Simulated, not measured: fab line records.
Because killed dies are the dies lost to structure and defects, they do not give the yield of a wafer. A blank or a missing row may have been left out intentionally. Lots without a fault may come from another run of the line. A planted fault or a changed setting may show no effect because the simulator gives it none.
Which tool was responsible?    flow sky130    13 lots with 39 wafers sampled at 4 steps, on a route of 708 steps

WHAT EACH GAUGE READ, for each wafer
SKY_METAL5_RS_MEAS_05: the measuring method here is four-point-probe.
lot   measured      on             METAL5_ALCU_RS (ohm/sq)
L706  day 43 06:52  film metro-01  0.0276 0.0276 0.0270
L707  day 43 08:16  film metro-01  0.0272 0.0271 0.0270
L708  day 43 18:32  film metro-01  0.0274 0.0274 0.0277
L709  day 43 22:09  film metro-01  0.0269 0.0271 0.0273
L710  day 44 03:56  film metro-03  0.0266 0.0267 0.0267
L712  day 45 03:17  film metro-03  0.0264 0.0270 0.0269
L718  day 46 09:37  film metro-04  0.0269 0.0269 0.0268
L719  day 46 15:01  film metro-04  0.0270 0.0273 0.0273
L721  day 47 02:35  film metro-03  0.0266 0.0273 0.0274
L722  day 47 02:57  film metro-01  0.0274 0.0277 0.0273
L724  day 47 21:25  film metro-04  0.0273 0.0267 0.0270
L727  day 48 16:58  film metro-04  0.0273 0.0271 0.0271
L729  day 48 22:46  film metro-01  0.0266 0.0272 0.0271

SKY_PASSIVATION_THK_MEAS_01.
lot   measured      on             PASSIVATION_CVD_00_THK (nm)
L706  day 44 06:40  film metro-04  88.7 91.4 91.5
L707  day 44 07:22  film metro-01  89.6 90.4 92.3
L708  day 44 18:05  film metro-04  88.2 90.3 90.4
L709  day 44 20:53  film metro-01  90.5 88.7 89.9
L710  day 45 03:01  film metro-04  91.8 88.7 92.6
L712  day 46 02:47  film metro-02  87.0 88.9 89.4
L718  day 47 06:44  film metro-01  88.7 91.0 92.3
L719  day 47 11:35  film metro-01  91.7 93.3 91.1
L721  day 47 23:32  film metro-04  91.8 90.8 91.6
L722  day 47 23:43  film metro-01  87.9 89.5 88.9
L724  day 48 16:49  film metro-01  89.2 91.6 92.4
L727  day 49 11:41  film metro-04  89.1 89.5 90.8
L729  day 49 16:38  film metro-01  90.2 90.6 92.1

EACH LOT AND THE TOOL THAT RAN IT (in order: tool; ch and the chambers of the sampled wafers; start)
lot   SKY_FIELD_ISO_CMP_27          SKY_METAL5_SPUTTER_02
L706  cmp-01 ch 1,2, day 2 12:42    pvd sputter-01, day 43 06:44
L707  cmp-01 ch 0,1,3, day 2 14:21  pvd sputter-03, day 43 08:07
L708  cmp-01 ch 0,3, day 2 20:04    pvd sputter-03, day 43 18:25
L709  cmp-02 ch 0,1,3, day 3 00:49  pvd sputter-02, day 43 22:01
L710  cmp-02 ch 1,2, day 3 07:00    pvd sputter-03, day 44 03:49
L712  cmp-02 ch 1,2,3, day 3 18:03  pvd sputter-01, day 45 03:10
L718  cmp-02 ch 0,1,2, day 4 23:45  pvd sputter-02, day 46 09:29
L719  cmp-01 ch 0,1, day 5 05:04    pvd sputter-03, day 46 14:52
L721  cmp-01 ch 1,2, day 5 14:45    pvd sputter-01, day 47 02:28
L722  cmp-01 ch 0,1, day 5 18:28    pvd sputter-03, day 47 02:46
L724  cmp-01 ch 0,3, day 6 04:52    pvd sputter-02, day 47 21:18
L727  cmp-01 ch 0,2,3, day 6 23:47  pvd sputter-03, day 48 16:49
L729  cmp-01 ch 0,1,3, day 7 11:22  pvd sputter-02, day 48 22:39
- SKY_FIELD_ISO_CMP_27: polishes, stops on Si3N4, t overpolish 16 s, target thk 457.8 nm.
- SKY_METAL5_SPUTTER_02: material AlCu, target thk 1150 nm, time 61.2 s.

AS READ BY THE TOOLS THEMSELVES (means over the sampled wafers that have a number; for cases with no such wafer, the mark the record gives instead)
SKY_FIELD_ISO_CMP_27.
lot   tool    edge zone pressure frac  motor current A (A)  overpolish run s (s)  time to endpoint s (s)
L706  cmp-01  1.002                    12.4                 15.989                112
L707  cmp-01  0.999                    12.8                 16.001                106
L708  cmp-01  1.002                    12.0                 16.009                110
L709  cmp-02  1.002                    11.8                 15.996                110
L710  cmp-02  1.001                    12.9                 15.993                115
L712  cmp-02  1.003                    12.5                 16.003                112
L718  cmp-02  1.004                    12.2                 16.001                103
L719  cmp-01  0.995                    11.6                 15.994                110
L721  cmp-01  0.997                    12.5                 16.004                108
L722  cmp-01  0.999                    11.4                 16.010                107
L724  cmp-01  1.001                    11.6                 15.995                106
L727  cmp-01  1.004                    12.4                 15.994                108
L729  cmp-01  0.998                    12.3                 15.995                108

SKY_METAL5_SPUTTER_02.
lot   tool            throttle valve pct (%)
L706  pvd sputter-01  30.4
L707  pvd sputter-03  30.3
L708  pvd sputter-03  29.5
L709  pvd sputter-02  29.0
L710  pvd sputter-03  28.7
L712  pvd sputter-01  30.5
L718  pvd sputter-02  29.5
L719  pvd sputter-03  28.7
L721  pvd sputter-01  29.7
L722  pvd sputter-03  28.7
L724  pvd sputter-02  29.7
L727  pvd sputter-03  30.3
L729  pvd sputter-02  29.6

THE ANSWER, worked out from the rows above alone
Rule: usual is defined by the lots themselves. Put in order of their means at a reading, lots are off if they are a third of the lots or fewer, leave a main group of 4 or more, and stand apart from it by a gap of 3 or more times the standard deviation of the main group's means; of several such gaps the widest counts. A main group whose means are all the same, to the digits that the tables above print for the reading, isn't used. A lot without any number at a reading at which 4 lots or more have one is off too. All remaining lots with rows at the step are treated as sound. After the gauges, taken in route order, come the tools' own readings; for these a lot's mean is taken, as printed above. At the first step where some lot is off, the reading lying furthest off is the one used; lots without a number count as furthest.
None of the lots is off at any reading shown; this tells nothing.

WHAT THE SIMULATOR HAD PUT IN
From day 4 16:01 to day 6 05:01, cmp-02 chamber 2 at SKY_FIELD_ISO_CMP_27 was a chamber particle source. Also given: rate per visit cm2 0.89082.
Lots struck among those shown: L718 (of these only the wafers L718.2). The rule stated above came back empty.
